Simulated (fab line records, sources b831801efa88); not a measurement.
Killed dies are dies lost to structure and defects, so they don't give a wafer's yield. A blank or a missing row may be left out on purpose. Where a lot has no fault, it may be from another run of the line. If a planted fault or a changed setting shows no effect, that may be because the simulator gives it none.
Which tool is to blame? | flow gf180mcu | 14 lots with 42 wafers sampled at 4 steps, on a route of 602 steps

## WHAT THE GAUGES SHOWED, per wafer
GF_NSD_CD_MEAS_07: target cd 400 nm.
lot  | measured     | on        | cd nm (nm)
L699 | day 13 10:38 | cd sem-02 | 401.1 400.8 400.4
L700 | day 13 16:50 | cd sem-01 | 401.5 402.3 401.7
L701 | day 14 02:48 | cd sem-01 | 397.3 397.1 398.4
L703 | day 14 19:29 | cd sem-02 | 401.5 400.4 397.7
L705 | day 15 09:00 | cd sem-01 | 399.4 399.7 400.6
L706 | day 15 22:05 | cd sem-02 | 397.8 398.8 395.2
L707 | day 16 08:42 | cd sem-02 | 400.6 401.9 403.0
L711 | day 17 16:20 | cd sem-01 | 373.3 373.4 373.7
L712 | day 18 01:10 | cd sem-01 | 370.1 370.9 369.8
L713 | day 18 04:00 | cd sem-02 | 376.2 377.8 377.0
L714 | day 18 19:09 | cd sem-01 | 386.6 387.0 385.5
L717 | day 19 17:10 | cd sem-01 | 402.7 402.8 401.8
L719 | day 20 09:52 | cd sem-02 | 398.6 396.9 394.3
L722 | day 21 11:15 | cd sem-02 | 397.1 398.4 397.0

GF_V3_CD_MEAS_14: target cd 260 nm.
lot  | measured     | on        | cd nm (nm)
L699 | day 22 13:42 | cd sem-02 | 261.0 260.7 260.2
L700 | day 22 21:15 | cd sem-02 | 260.3 260.1 260.2
L701 | day 23 09:34 | cd sem-02 | 259.0 259.5 258.8
L703 | day 24 02:31 | cd sem-01 | 258.1 256.8 257.7
L705 | day 24 16:51 | cd sem-01 | 259.1 259.0 260.1
L706 | day 25 08:21 | cd sem-02 | 259.7 260.6 259.9
L707 | day 25 15:58 | cd sem-02 | 259.4 260.7 261.0
L711 | day 26 18:31 | cd sem-02 | 260.8 261.0 261.3
L712 | day 27 04:02 | cd sem-01 | 260.3 259.7 258.9
L713 | day 27 06:57 | cd sem-02 | 259.3 258.1 259.7
L714 | day 27 21:10 | cd sem-02 | 260.3 259.4 259.2
L717 | day 28 12:04 | cd sem-02 | 259.9 259.8 258.9
L719 | day 29 02:55 | cd sem-01 | 260.6 259.4 260.5
L722 | day 29 23:37 | cd sem-01 | 257.8 258.3 258.2

## TOOL THAT RAN EACH LOT (tool first, then ch and the chambers of the sampled wafers, then the start)
lot  | GF_NSD_EXPOSE_04                    | GF_M3_SPUTTER_01
L699 | iline stepper-02 ch 0, day 13 00:29 | pvd sputter-03, day 20 12:28
L700 | iline stepper-02 ch 0, day 13 06:56 | pvd sputter-02, day 20 20:35
L701 | iline stepper-01 ch 0, day 13 16:08 | pvd sputter-03, day 21 08:39
L703 | iline stepper-01 ch 0, day 14 09:13 | pvd sputter-01, day 22 02:45
L705 | iline stepper-01 ch 0, day 14 22:29 | pvd sputter-01, day 22 18:22
L706 | iline stepper-01 ch 0, day 15 10:33 | pvd sputter-03, day 23 09:56
L707 | iline stepper-02 ch 0, day 15 22:02 | pvd sputter-01, day 23 17:57
L711 | iline stepper-02 ch 0, day 17 04:41 | pvd sputter-02, day 24 22:04
L712 | iline stepper-02 ch 0, day 17 13:37 | pvd sputter-03, day 25 08:07
L713 | iline stepper-02 ch 0, day 17 16:25 | pvd sputter-03, day 25 11:17
L714 | iline stepper-02 ch 0, day 18 06:58 | pvd sputter-03, day 26 01:51
L717 | iline stepper-01 ch 0, day 19 05:02 | pvd sputter-02, day 26 18:33
L719 | iline stepper-01 ch 0, day 19 21:59 | pvd sputter-01, day 27 09:45
L722 | iline stepper-01 ch 0, day 20 23:49 | pvd sputter-02, day 28 07:25
- GF_NSD_EXPOSE_04: exposes mask Nplus, target cd 400 nm.
- GF_M3_SPUTTER_01: material TiN, target thk 30 nm, time 25 s.

## WHAT THE TOOLS THEMSELVES READ (means of the sampled wafers that have a number; where no wafer has one, the mark that the record gives instead)
GF_NSD_EXPOSE_04.
lot  | tool             | exposure dose mJ cm2
L699 | iline stepper-02 | 140.13
L700 | iline stepper-02 | 140.13
L701 | iline stepper-01 | 140.19
L703 | iline stepper-01 | 139.88
L705 | iline stepper-01 | 139.82
L706 | iline stepper-01 | 139.92
L707 | iline stepper-02 | 139.95
L711 | iline stepper-02 | 127.27
L712 | iline stepper-02 | 127.25
L713 | iline stepper-02 | 129.67
L714 | iline stepper-02 | 133.25
L717 | iline stepper-01 | 139.91
L719 | iline stepper-01 | 139.94
L722 | iline stepper-01 | 139.81

GF_M3_SPUTTER_01.
lot  | tool           | throttle valve pct (%)
L699 | pvd sputter-03 | 29.7
L700 | pvd sputter-02 | 29.3
L701 | pvd sputter-03 | 31.0
L703 | pvd sputter-01 | 30.9
L705 | pvd sputter-01 | 30.8
L706 | pvd sputter-03 | 30.3
L707 | pvd sputter-01 | 30.8
L711 | pvd sputter-02 | 29.9
L712 | pvd sputter-03 | 29.5
L713 | pvd sputter-03 | 30.9
L714 | pvd sputter-03 | 30.0
L717 | pvd sputter-02 | 31.6
L719 | pvd sputter-01 | 30.7
L722 | pvd sputter-02 | 29.7

## THE ANSWER, worked out from the rows above alone
Rule: the lots themselves supply what counts as usual. Put in order of their means at a reading, lots are off if they are a third of the lots or fewer, leave a main group of 4 or more, and stand apart from it by a gap of 3 or more times the standard deviation of the main group's means; of several such gaps the widest counts. Not used: any main group whose means are identical at the precision the tables above print for the reading. A lot without any number at a reading at which 4 lots or more have one is off too. All remaining lots with rows at the step are treated as sound. After the gauges, taken in route order, come the tools' own readings; for these a lot's mean is taken, as printed above. The first step at which some lot is off is used, and at that step the reading that is off furthest; a lot without a number counts as furthest.
Off, at GF_NSD_CD_MEAS_07 on cd nm: L711, L712, L713, L714. For the main group the mean is 399.6 nm and the standard deviation 2.1.
A tool fits if, at a process step before that reading, it ran every lot that is off, and no sound lot after the first of them. Not tried: the gauges at GF_NSD_CD_MEAS_07; whatever is off there is also off at GF_NSD_EXPOSE_04, on other tools, and gauge error can't account for it. One candidate fits, namely iline stepper-02 at GF_NSD_EXPOSE_04. Its last sound lot is L707 (day 15 22:02), its first lot that is off L711 (day 17 04:41): a fault that began between those two fits.
On the lots that are off, the tool's own readings at GF_NSD_EXPOSE_04 differ by more than 5 times the standard deviation of the sound lots' means, which bears it out; exposure dose mJ cm2 reads 129.36 there versus 139.97 on the sound lots.

## WHAT THE SIMULATOR HAD PUT IN
Process parameters drifting: iline stepper-02 at GF_NSD_EXPOSE_04, beginning at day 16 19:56. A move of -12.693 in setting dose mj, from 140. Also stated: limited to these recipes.
Shown lots that were struck: L711, L712, L713, L714. The rule above reached the same finding.
